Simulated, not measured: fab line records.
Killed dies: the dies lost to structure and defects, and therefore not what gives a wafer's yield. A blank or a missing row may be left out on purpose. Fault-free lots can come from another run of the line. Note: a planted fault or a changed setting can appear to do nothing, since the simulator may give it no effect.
What tool caused it? / flow sky130 / Sampling: 10 lots, 30 wafers, 4 of 708 route steps

== WHAT THE GAUGES READ, wafer by wafer ==
SKY_PWDE_OVL_MEAS_07.
lot=L221; measured=day 4 02:09; on=overlay-02; PWDE_OVL (nm)=1.3 0.1 1.7
lot=L222; measured=day 4 06:46; on=overlay-01; PWDE_OVL (nm)=-2.1 -0.3 -0.2
lot=L225; measured=day 5 02:29; on=overlay-02; PWDE_OVL (nm)=-0.6 -0.2 -0.3
lot=L227; measured=day 5 10:50; on=overlay-01; PWDE_OVL (nm)=0.5 -1.4 -2.0
lot=L228; measured=day 5 14:39; on=overlay-02; PWDE_OVL (nm)=-0.4 -0.9 0.3
lot=L229; measured=day 5 19:20; on=overlay-02; PWDE_OVL (nm)=-0.6 -1.3 -1.5
lot=L239; measured=day 8 04:17; on=overlay-02; PWDE_OVL (nm)=0.9 0.3 1.1
lot=L240; measured=day 8 11:32; on=overlay-02; PWDE_OVL (nm)=0.2 -0.5 0.0

== EACH LOT AND THE TOOL THAT RAN IT (in order: tool; ch and the chambers of the sampled wafers; start) ==
lot=L221; SKY_FIELD_ISO_ETCH_14=rie-diel-03 ch 0,1,3, day 2 05:00; SKY_FIELD_ISO_ETCH_15=rie-diel-03 ch 0,1,3, day 2 05:02; SKY_FIELD_ISO_STRIP_16=plasma-asher-01 ch 0,1, day 2 05:08
lot=L222; SKY_FIELD_ISO_ETCH_14=rie-diel-02 ch 1,2, day 2 10:24; SKY_FIELD_ISO_ETCH_15=rie-diel-02 ch 1,2, day 2 10:26; SKY_FIELD_ISO_STRIP_16=plasma-asher-01 ch 0,1, day 2 10:32
lot=L225; SKY_FIELD_ISO_ETCH_14=rie-diel-03 ch 0,2, day 3 07:38; SKY_FIELD_ISO_ETCH_15=rie-diel-03 ch 0,2, day 3 07:40; SKY_FIELD_ISO_STRIP_16=plasma-asher-04 ch 0,1, day 3 07:46
lot=L227; SKY_FIELD_ISO_ETCH_14=rie-diel-02 ch 1,2,3, day 3 16:18; SKY_FIELD_ISO_ETCH_15=rie-diel-02 ch 1,2,3, day 3 16:20; SKY_FIELD_ISO_STRIP_16=plasma-asher-03 ch 1, day 3 16:24
lot=L228; SKY_FIELD_ISO_ETCH_14=rie-diel-02 ch 0,2,3, day 3 20:36; SKY_FIELD_ISO_ETCH_15=rie-diel-02 ch 0,2,3, day 3 20:38; SKY_FIELD_ISO_STRIP_16=plasma-asher-04 ch 0,1, day 3 20:44
lot=L229; SKY_FIELD_ISO_ETCH_14=rie-diel-03 ch 0,1,3, day 3 22:58; SKY_FIELD_ISO_ETCH_15=rie-diel-03 ch 0,1,3, day 3 23:00; SKY_FIELD_ISO_STRIP_16=plasma-asher-04 ch 0,1, day 3 23:05
lot=L235; SKY_FIELD_ISO_ETCH_14=rie-diel-03 ch 0,2,3, day 5 06:05; SKY_FIELD_ISO_ETCH_15=rie-diel-03 ch 0,2,3, day 5 06:07; SKY_FIELD_ISO_STRIP_16=plasma-asher-04 ch 0,1, day 5 06:10
lot=L236; SKY_FIELD_ISO_ETCH_14=rie-diel-03 ch 0,2,3, day 5 11:18; SKY_FIELD_ISO_ETCH_15=rie-diel-03 ch 0,2,3, day 5 11:20; SKY_FIELD_ISO_STRIP_16=plasma-asher-03 ch 0,1, day 5 11:26
lot=L239; SKY_FIELD_ISO_ETCH_14=rie-diel-02 ch 2,3, day 6 02:28; SKY_FIELD_ISO_ETCH_15=rie-diel-02 ch 2,3, day 6 02:30; SKY_FIELD_ISO_STRIP_16=plasma-asher-03 ch 0,1, day 6 02:34
lot=L240; SKY_FIELD_ISO_ETCH_14=rie-diel-01 ch 1,2,3, day 6 09:32; SKY_FIELD_ISO_ETCH_15=rie-diel-01 ch 1,2,3, day 6 09:34; SKY_FIELD_ISO_STRIP_16=plasma-asher-01 ch 0,1, day 6 09:37
- SKY_FIELD_ISO_ETCH_14: etches BARC in N2/H2, stops on SiO2, time 45.9 s, target depth 60 nm.
- SKY_FIELD_ISO_ETCH_15: etches the open film in CHF3/O2, stops on Si, target depth 180 nm, time 72 s.
- SKY_FIELD_ISO_STRIP_16: strips in O2/N2.

== THE ANSWER, worked out from the rows above alone ==
Rule: what is usual is taken from the lots themselves. The widest of any qualifying gaps counts: lots, ordered by their means at a reading, are off when they make up no more than a third of the lots, leave a main group of 4 or more, and stand apart from it by 3 or more times the standard deviation of that group's means. Not used: any main group whose means are identical at the precision the tables above print for the reading. Also off: a lot with no number at a reading for which 4 or more lots have one. Any other lot the step has rows for is counted as sound.
None of the lots is off at any reading shown; this tells nothing.

== WHAT WAS PUT IN BY THE SIMULATOR ==
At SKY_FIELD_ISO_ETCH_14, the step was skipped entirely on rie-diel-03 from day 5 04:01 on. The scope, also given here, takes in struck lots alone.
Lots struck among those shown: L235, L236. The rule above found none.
